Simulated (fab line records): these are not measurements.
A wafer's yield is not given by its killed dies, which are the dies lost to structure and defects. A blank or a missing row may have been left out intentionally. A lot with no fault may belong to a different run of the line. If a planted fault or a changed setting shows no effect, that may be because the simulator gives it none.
Which of the tools did it? || flow gf180mcu || 13 lots with 39 wafers sampled at 6 steps, on a route of 602 steps

== WHAT EACH GAUGE READ, for each wafer ==
GF_LVPWELL_TW_MEAS_11.
{"lot": "L151", "measured": "day 3 23:47", "on": "film_metro-01", "LVPWELL_TW": "559.4 558.5 557.9"}
{"lot": "L152", "measured": "day 4 04:51", "on": "film_metro-04", "LVPWELL_TW": "552.2 558.1 553.4"}
{"lot": "L153", "measured": "day 4 10:58", "on": "film_metro-04", "LVPWELL_TW": "553.4 558.3 552.0"}
{"lot": "L156", "measured": "day 5 01:44", "on": "film_metro-04", "LVPWELL_TW": "555.6 558.1 554.4"}
{"lot": "L159", "measured": "day 5 17:41", "on": "film_metro-04", "LVPWELL_TW": "523.4 522.7 518.3"}
{"lot": "L160", "measured": "day 6 00:11", "on": "film_metro-04", "LVPWELL_TW": "525.0 524.1 528.4"}
{"lot": "L162", "measured": "day 6 11:19", "on": "film_metro-04", "LVPWELL_TW": "559.1 559.7 558.0"}
{"lot": "L168", "measured": "day 7 19:17", "on": "film_metro-04", "LVPWELL_TW": "558.5 560.9 558.6"}
{"lot": "L169", "measured": "day 8 02:05", "on": "film_metro-03", "LVPWELL_TW": "561.8 559.7 560.5"}
{"lot": "L170", "measured": "day 8 08:05", "on": "film_metro-03", "LVPWELL_TW": "556.5 559.7 560.0"}
{"lot": "L171", "measured": "day 8 14:58", "on": "film_metro-04", "LVPWELL_TW": "559.2 559.6 557.2"}
{"lot": "L173", "measured": "day 9 00:46", "on": "film_metro-04", "LVPWELL_TW": "556.1 554.8 553.7"}
{"lot": "L174", "measured": "day 9 06:37", "on": "film_metro-01", "LVPWELL_TW": "557.1 555.7 557.4"}

GF_VT_IMPLANT_TW_MEAS_10.
{"lot": "L151", "measured": "day 5 18:04", "on": "film_metro-02", "VT_IMPLANT_TW": "576 573 572"}
{"lot": "L152", "measured": "day 5 22:44", "on": "film_metro-02", "VT_IMPLANT_TW": "572 572 569"}
{"lot": "L153", "measured": "day 6 06:11", "on": "film_metro-04", "VT_IMPLANT_TW": "563 564 562"}
{"lot": "L156", "measured": "day 6 22:28", "on": "film_metro-04", "VT_IMPLANT_TW": "562 564 561"}
{"lot": "L159", "measured": "day 7 16:31", "on": "film_metro-02", "VT_IMPLANT_TW": "570 570 569"}
{"lot": "L160", "measured": "day 8 00:11", "on": "film_metro-01", "VT_IMPLANT_TW": "563 560 558"}
{"lot": "L162", "measured": "day 8 11:10", "on": "film_metro-02", "VT_IMPLANT_TW": "566 566 565"}
{"lot": "L168", "measured": "day 9 22:35", "on": "film_metro-02", "VT_IMPLANT_TW": "567 561 566"}
{"lot": "L169", "measured": "day 10 05:55", "on": "film_metro-04", "VT_IMPLANT_TW": "558 561 559"}
{"lot": "L170", "measured": "day 10 11:37", "on": "film_metro-02", "VT_IMPLANT_TW": "571 572 569"}
{"lot": "L171", "measured": "day 10 19:04", "on": "film_metro-04", "VT_IMPLANT_TW": "560 561 561"}
{"lot": "L173", "measured": "day 11 07:04", "on": "film_metro-04", "VT_IMPLANT_TW": "560 561 564"}
{"lot": "L174", "measured": "day 11 13:07", "on": "film_metro-04", "VT_IMPLANT_TW": "562 563 562"}

GF_VT_IMPLANT_RS_MEAS_48: uses a four-point probe to measure.
{"lot": "L151", "measured": "day 7 16:35", "on": "film_metro-04", "LVPWELL_RS (ohm/sq)": "1199.7 1198.4 1197.4"}
{"lot": "L152", "measured": "day 7 21:49", "on": "film_metro-03", "LVPWELL_RS (ohm/sq)": "1195.9 1197.0 1194.8"}
{"lot": "L153", "measured": "day 8 04:35", "on": "film_metro-03", "LVPWELL_RS (ohm/sq)": "1193.4 1197.6 1195.4"}
{"lot": "L156", "measured": "day 8 22:38", "on": "film_metro-04", "LVPWELL_RS (ohm/sq)": "1198.4 1197.8 1199.9"}
{"lot": "L159", "measured": "day 9 18:46", "on": "film_metro-01", "LVPWELL_RS (ohm/sq)": "1492.7 1501.1 1499.9"}
{"lot": "L160", "measured": "day 10 02:38", "on": "film_metro-01", "LVPWELL_RS (ohm/sq)": "1488.7 1489.3 1491.9"}
{"lot": "L162", "measured": "day 10 14:58", "on": "film_metro-04", "LVPWELL_RS (ohm/sq)": "1201.5 1203.1 1198.6"}
{"lot": "L168", "measured": "day 12 06:53", "on": "film_metro-01", "LVPWELL_RS (ohm/sq)": "1198.9 1196.9 1197.0"}
{"lot": "L169", "measured": "day 12 15:34", "on": "film_metro-03", "LVPWELL_RS (ohm/sq)": "1200.6 1196.4 1195.4"}
{"lot": "L170", "measured": "day 12 21:07", "on": "film_metro-04", "LVPWELL_RS (ohm/sq)": "1195.6 1198.0 1198.1"}
{"lot": "L171", "measured": "day 13 05:28", "on": "film_metro-01", "LVPWELL_RS (ohm/sq)": "1199.8 1199.8 1200.8"}
{"lot": "L173", "measured": "day 13 17:29", "on": "film_metro-01", "LVPWELL_RS (ohm/sq)": "1196.6 1199.0 1199.1"}
{"lot": "L174", "measured": "day 14 01:46", "on": "film_metro-03", "LVPWELL_RS (ohm/sq)": "1195.0 1196.6 1198.6"}

GF_V1_RS_MEAS_24: uses a four-point probe to measure.
{"lot": "L151", "measured": "day 18 07:41", "on": "film_metro-01", "V1_W_RS (ohm/sq)": "0.324 0.333 0.325"}
{"lot": "L152", "measured": "day 18 16:21", "on": "film_metro-03", "V1_W_RS (ohm/sq)": "0.327 0.332 0.321"}
{"lot": "L153", "measured": "day 19 02:08", "on": "film_metro-03", "V1_W_RS (ohm/sq)": "0.332 0.336 0.325"}
{"lot": "L156", "measured": "day 20 07:53", "on": "film_metro-01", "V1_W_RS (ohm/sq)": "0.325 0.327 0.330"}
{"lot": "L159", "measured": "day 21 07:31", "on": "film_metro-01", "V1_W_RS (ohm/sq)": "0.328 0.332 0.330"}
{"lot": "L160", "measured": "day 21 18:27", "on": "film_metro-01", "V1_W_RS (ohm/sq)": "0.327 0.331 0.333"}
{"lot": "L162", "measured": "day 22 16:13", "on": "film_metro-02", "V1_W_RS (ohm/sq)": "0.333 0.333 0.326"}
{"lot": "L168", "measured": "day 24 11:05", "on": "film_metro-02", "V1_W_RS (ohm/sq)": "0.334 0.339 0.339"}
{"lot": "L169", "measured": "day 24 22:18", "on": "film_metro-02", "V1_W_RS (ohm/sq)": "0.337 0.331 0.332"}
{"lot": "L170", "measured": "day 24 23:46", "on": "film_metro-03", "V1_W_RS (ohm/sq)": "0.333 0.325 0.328"}
{"lot": "L171", "measured": "day 25 09:11", "on": "film_metro-03", "V1_W_RS (ohm/sq)": "0.332 0.331 0.335"}
{"lot": "L173", "measured": "day 25 19:56", "on": "film_metro-02", "V1_W_RS (ohm/sq)": "0.327 0.327 0.330"}
{"lot": "L174", "measured": "day 26 06:01", "on": "film_metro-02", "V1_W_RS (ohm/sq)": "0.334 0.325 0.325"}

== TOOL THAT RAN EACH LOT (tool first, then ch and the chambers of the sampled wafers, then the start) ==
{"lot": "L151", "GF_LVPWELL_IMPLANT_09": "implanter-02 ch 0, day 3 23:34", "GF_V1_SPUTTER_22": "pvd_sputter-03, day 18 07:31"}
{"lot": "L152", "GF_LVPWELL_IMPLANT_09": "implanter-04 ch 0, day 4 04:38", "GF_V1_SPUTTER_22": "pvd_sputter-03, day 18 16:10"}
{"lot": "L153", "GF_LVPWELL_IMPLANT_09": "implanter-01 ch 0, day 4 10:44", "GF_V1_SPUTTER_22": "pvd_sputter-01, day 19 01:58"}
{"lot": "L156", "GF_LVPWELL_IMPLANT_09": "implanter-02 ch 0, day 5 01:31", "GF_V1_SPUTTER_22": "pvd_sputter-03, day 20 07:43"}
{"lot": "L159", "GF_LVPWELL_IMPLANT_09": "implanter-02 ch 0, day 5 17:26", "GF_V1_SPUTTER_22": "pvd_sputter-03, day 21 07:22"}
{"lot": "L160", "GF_LVPWELL_IMPLANT_09": "implanter-02 ch 0, day 5 23:58", "GF_V1_SPUTTER_22": "pvd_sputter-02, day 21 18:17"}
{"lot": "L162", "GF_LVPWELL_IMPLANT_09": "implanter-04 ch 0, day 6 11:04", "GF_V1_SPUTTER_22": "pvd_sputter-03, day 22 16:03"}
{"lot": "L168", "GF_LVPWELL_IMPLANT_09": "implanter-04 ch 0, day 7 19:04", "GF_V1_SPUTTER_22": "pvd_sputter-02, day 24 10:55"}
{"lot": "L169", "GF_LVPWELL_IMPLANT_09": "implanter-01 ch 0, day 8 01:50", "GF_V1_SPUTTER_22": "pvd_sputter-01, day 24 22:09"}
{"lot": "L170", "GF_LVPWELL_IMPLANT_09": "implanter-04 ch 0, day 8 07:50", "GF_V1_SPUTTER_22": "pvd_sputter-03, day 24 23:36"}
{"lot": "L171", "GF_LVPWELL_IMPLANT_09": "implanter-04 ch 0, day 8 14:43", "GF_V1_SPUTTER_22": "pvd_sputter-03, day 25 09:02"}
{"lot": "L173", "GF_LVPWELL_IMPLANT_09": "implanter-01 ch 0, day 9 00:31", "GF_V1_SPUTTER_22": "pvd_sputter-01, day 25 19:47"}
{"lot": "L174", "GF_LVPWELL_IMPLANT_09": "implanter-01 ch 0, day 9 06:19", "GF_V1_SPUTTER_22": "pvd_sputter-02, day 26 05:52"}
- GF_LVPWELL_IMPLANT_09
- GF_V1_SPUTTER_22: material TiN, target thk 10 nm, time 40 s.

== AS READ BY THE TOOLS THEMSELVES (means over the sampled wafers that have a number; for cases with no such wafer, the mark the record gives instead) ==
GF_LVPWELL_IMPLANT_09.
{"lot": "L151", "tool": "implanter-02", "dose_ions_cm2": 5e+12, "faraday_current_uA": 28.1}
{"lot": "L152", "tool": "implanter-04", "dose_ions_cm2": 5e+12, "faraday_current_uA": 28.1}
{"lot": "L153", "tool": "implanter-01", "dose_ions_cm2": 5e+12, "faraday_current_uA": 28.2}
{"lot": "L156", "tool": "implanter-02", "dose_ions_cm2": 5e+12, "faraday_current_uA": 28.5}
{"lot": "L159", "tool": "implanter-02", "dose_ions_cm2": 5e+11, "faraday_current_uA": 2.8}
{"lot": "L160", "tool": "implanter-02", "dose_ions_cm2": 5e+11, "faraday_current_uA": 2.8}
{"lot": "L162", "tool": "implanter-04", "dose_ions_cm2": 5e+12, "faraday_current_uA": 28.1}
{"lot": "L168", "tool": "implanter-04", "dose_ions_cm2": 5e+12, "faraday_current_uA": 27.8}
{"lot": "L169", "tool": "implanter-01", "dose_ions_cm2": 5e+12, "faraday_current_uA": 27.9}
{"lot": "L170", "tool": "implanter-04", "dose_ions_cm2": 5e+12, "faraday_current_uA": 28.2}
{"lot": "L171", "tool": "implanter-04", "dose_ions_cm2": 5e+12, "faraday_current_uA": 28.1}
{"lot": "L173", "tool": "implanter-01", "dose_ions_cm2": 5e+12, "faraday_current_uA": 28.3}
{"lot": "L174", "tool": "implanter-01", "dose_ions_cm2": 5e+12, "faraday_current_uA": 27.7}

GF_V1_SPUTTER_22.
{"lot": "L151", "tool": "pvd_sputter-03", "throttle_valve_pct (%)": 30.8}
{"lot": "L152", "tool": "pvd_sputter-03", "throttle_valve_pct (%)": 30.5}
{"lot": "L153", "tool": "pvd_sputter-01", "throttle_valve_pct (%)": 30.8}
{"lot": "L156", "tool": "pvd_sputter-03", "throttle_valve_pct (%)": 30.7}
{"lot": "L159", "tool": "pvd_sputter-03", "throttle_valve_pct (%)": 30.5}
{"lot": "L160", "tool": "pvd_sputter-02", "throttle_valve_pct (%)": 30.5}
{"lot": "L162", "tool": "pvd_sputter-03", "throttle_valve_pct (%)": 30.8}
{"lot": "L168", "tool": "pvd_sputter-02", "throttle_valve_pct (%)": 31.3}
{"lot": "L169", "tool": "pvd_sputter-01", "throttle_valve_pct (%)": 30.3}
{"lot": "L170", "tool": "pvd_sputter-03", "throttle_valve_pct (%)": 31.0}
{"lot": "L171", "tool": "pvd_sputter-03", "throttle_valve_pct (%)": 30.4}
{"lot": "L173", "tool": "pvd_sputter-01", "throttle_valve_pct (%)": 30.8}
{"lot": "L174", "tool": "pvd_sputter-02", "throttle_valve_pct (%)": 30.4}

== THE ANSWER, worked out from the rows above alone ==
Rule: what is usual is taken from the lots themselves. The widest of any qualifying gaps counts: lots, ordered by their means at a reading, are off when they make up no more than a third of the lots, leave a main group of 4 or more, and stand apart from it by 3 or more times the standard deviation of that group's means. A main group whose means are all the same, to the digits that the tables above print for the reading, isn't used. A lot without any number at a reading at which 4 lots or more have one is off too. The other lots that the step has rows for count as sound. Order of review: gauges by route order, followed by the tools' own readings, for which a lot's mean as printed above is used. At the first step where some lot is off, the reading lying furthest off is the one used; lots without a number count as furthest.
Off: L159, L160, at GF_LVPWELL_TW_MEAS_11 (LVPWELL_TW). Main group: mean 557.4, sd 2.1.
A tool fits if, at a process step before that reading, it ran every lot that is off, and no sound lot after the first of them. Not tried: the gauges at GF_LVPWELL_TW_MEAS_11; whatever is off there is also off at GF_VT_IMPLANT_RS_MEAS_48, on other tools, and gauge error can't account for it. One candidate fits, namely implanter-02 at GF_LVPWELL_IMPLANT_09. A fault onset in the window from L156 (day 5 01:31, its last sound lot) to L159 (day 5 17:26, its first lot off) fits.
The tool's own readings at GF_LVPWELL_IMPLANT_09 bear it out: on the lots that are off they differ by more than 5 times the standard deviation of the sound lots' means. dose_ions_cm2 reads 5e+11 there against 5e+12 on the sound lots; faraday_current_uA reads 2.8 there against 28.1 on the sound lots.

== WHAT THE SIMULATOR HAD INSERTED ==
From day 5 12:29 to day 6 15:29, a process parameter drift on implanter-02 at GF_LVPWELL_IMPLANT_09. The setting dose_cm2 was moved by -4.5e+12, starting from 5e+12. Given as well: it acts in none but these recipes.
Struck lots among those shown: L159, L160. The rule above reached the same finding.
